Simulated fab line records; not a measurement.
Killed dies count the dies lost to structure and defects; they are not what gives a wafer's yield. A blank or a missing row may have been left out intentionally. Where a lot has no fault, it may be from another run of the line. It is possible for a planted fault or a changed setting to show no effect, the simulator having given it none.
The tool behind it: which one?	flow sky130	Sampling: 14 lots, 42 wafers, 3 of 708 route steps

## WHAT THE GAUGES READ, wafer by wafer
Not one reading of a measure or inspect step in the record can be checked against a usual standard deviation.

## WHAT TOOL EACH LOT RAN ON (gives the tool, then ch and the chambers of the sampled wafers, and finally the start)
lot	SKY_METAL3_SPUTTER_02	SKY_METAL3_METAL_ETCH_18	SKY_PAD_OPEN_PROBE_99
L923	pvd sputter-02, day 36 05:44	rie metal-01 ch 0,1, day 38 10:49	-
L924	pvd sputter-03, day 36 16:19	rie metal-01 ch 0,1, day 38 19:57	-
L925	pvd sputter-02, day 37 05:50	rie metal-01 ch 0,1, day 39 08:57	-
L926	pvd sputter-03, day 37 12:07	rie metal-03 ch 0,1, day 39 15:44	-
L927	pvd sputter-01, day 37 18:49	rie metal-01 ch 0,1, day 39 21:19	-
L928	pvd sputter-01, day 38 05:22	rie metal-04 ch 0,1, day 40 07:47	-
L929	pvd sputter-03, day 38 14:02	rie metal-04 ch 0,1, day 40 16:56	prober-01, day 47 12:58
L930	pvd sputter-02, day 38 20:01	rie metal-03 ch 0,1, day 40 22:03	-
L931	pvd sputter-02, day 39 00:13	rie metal-01 ch 0,1, day 41 01:54	-
L937	pvd sputter-03, day 41 00:58	rie metal-03 ch 0,1, day 43 02:00	prober-02, day 49 11:40
L938	pvd sputter-03, day 41 03:11	rie metal-04 ch 0,1, day 43 02:41	prober-01, day 49 12:37
L942	pvd sputter-01, day 42 10:20	rie metal-04 ch 0,1, day 44 08:23	-
L944	pvd sputter-02, day 43 01:49	rie metal-01 ch 1, day 44 23:37	-
L945	pvd sputter-01, day 43 05:01	rie metal-04 ch 0, day 45 02:51	-
- SKY_METAL3_SPUTTER_02: material AlCu, target thk 735 nm, time 39.1 s.
- SKY_METAL3_METAL_ETCH_18: etches the open film in Cl2/BCl3, stops on SiO2, target depth 845 nm, time 183.1 s.
- SKY_PAD_OPEN_PROBE_99

## WHAT THE TOOLS THEMSELVES READ (means of the sampled wafers that have a number; where no wafer has one, the mark that the record gives instead)
SKY_METAL3_SPUTTER_02.
lot	tool	throttle valve pct (%)
L923	pvd sputter-02	29.7
L924	pvd sputter-03	30.6
L925	pvd sputter-02	29.8
L926	pvd sputter-03	30.5
L927	pvd sputter-01	30.1
L928	pvd sputter-01	29.5
L929	pvd sputter-03	30.8
L930	pvd sputter-02	29.9
L931	pvd sputter-02	29.9
L937	pvd sputter-03	30.9
L938	pvd sputter-03	30.8
L942	pvd sputter-01	29.6
L944	pvd sputter-02	30.0
L945	pvd sputter-01	29.9

SKY_METAL3_METAL_ETCH_18.
lot	tool	drypump motor current A (A)	oes product au (a.u.)	throttle valve pct (%)
L923	rie metal-01	5.6	0.865	22.254
L924	rie metal-01	5.6	0.869	22.255
L925	rie metal-01	5.6	0.870	22.266
L926	rie metal-03	5.8	0.867	22.264
L927	rie metal-01	5.6	0.873	22.266
L928	rie metal-04	5.5	0.871	22.254
L929	rie metal-04	5.5	0.873	22.268
L930	rie metal-03	5.8	0.865	22.264
L931	rie metal-01	5.5	0.875	22.257
L937	rie metal-03	5.5	0.956	22.271
L938	rie metal-04	5.8	0.952	22.261
L942	rie metal-04	5.8	0.862	22.269
L944	rie metal-01	5.5	0.862	22.265
L945	rie metal-04	6.1	0.868	22.276

SKY_PAD_OPEN_PROBE_99.
lot	tool	defect limited yield (%)	killed_at_M0_to_M3	killed_at_M4_up	killed at contacts	killed at front end	killed at other	killed dies	killed on rim	killed open	killed short	sort_bin_3_pad_short (%)	sort_bin_5_function (%)	sort_bin_6_memory (%)	sort n pass	sort yield pct (%)
L929	prober-01	83.2	37	4.0	29	12	0.3	83	17	45	37	0.7	9.8	6.2	409	83.2
L937	prober-02	28.3	312	2.7	24	14	0.0	353	68	41	44	1.0	64.5	6.2	139	28.3
L938	prober-01	27.1	314	3.7	22	19	0.0	359	70	50	45	1.3	64.7	6.9	133	27.1

## THE ANSWER, worked out from the rows above alone
Rule: the lots themselves supply what counts as usual. The widest of any qualifying gaps counts: lots, ordered by their means at a reading, are off when they make up no more than a third of the lots, leave a main group of 4 or more, and stand apart from it by 3 or more times the standard deviation of that group's means. Not used: any main group whose means are identical at the precision the tables above print for the reading. A lot without any number at a reading at which 4 lots or more have one is off too. The other lots that the step has rows for count as sound. First the gauges in route order, then the tools' own readings, where a lot's mean is used as printed above. The first step at which some lot is off is used, and at that step the reading that is off furthest; a lot without a number counts as furthest.
Off at SKY_METAL3_METAL_ETCH_18 (oes product au): L937, L938. Mean 0.868 a.u. and standard deviation 0.0041 in the main group.
If a tool, at that step or one of the process steps before it, ran each lot that is off and ran no sound lot following the first of them, it fits. One candidate fits, namely pvd sputter-03 at SKY_METAL3_SPUTTER_02. Its last sound lot is L929 (day 38 14:02), its first lot that is off L937 (day 41 00:58): a fault that began between those two fits.

## WHAT THE SIMULATOR HAD INSERTED
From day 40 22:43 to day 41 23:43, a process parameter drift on pvd sputter-03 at SKY_METAL3_SPUTTER_02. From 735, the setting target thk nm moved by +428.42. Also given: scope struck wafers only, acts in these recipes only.
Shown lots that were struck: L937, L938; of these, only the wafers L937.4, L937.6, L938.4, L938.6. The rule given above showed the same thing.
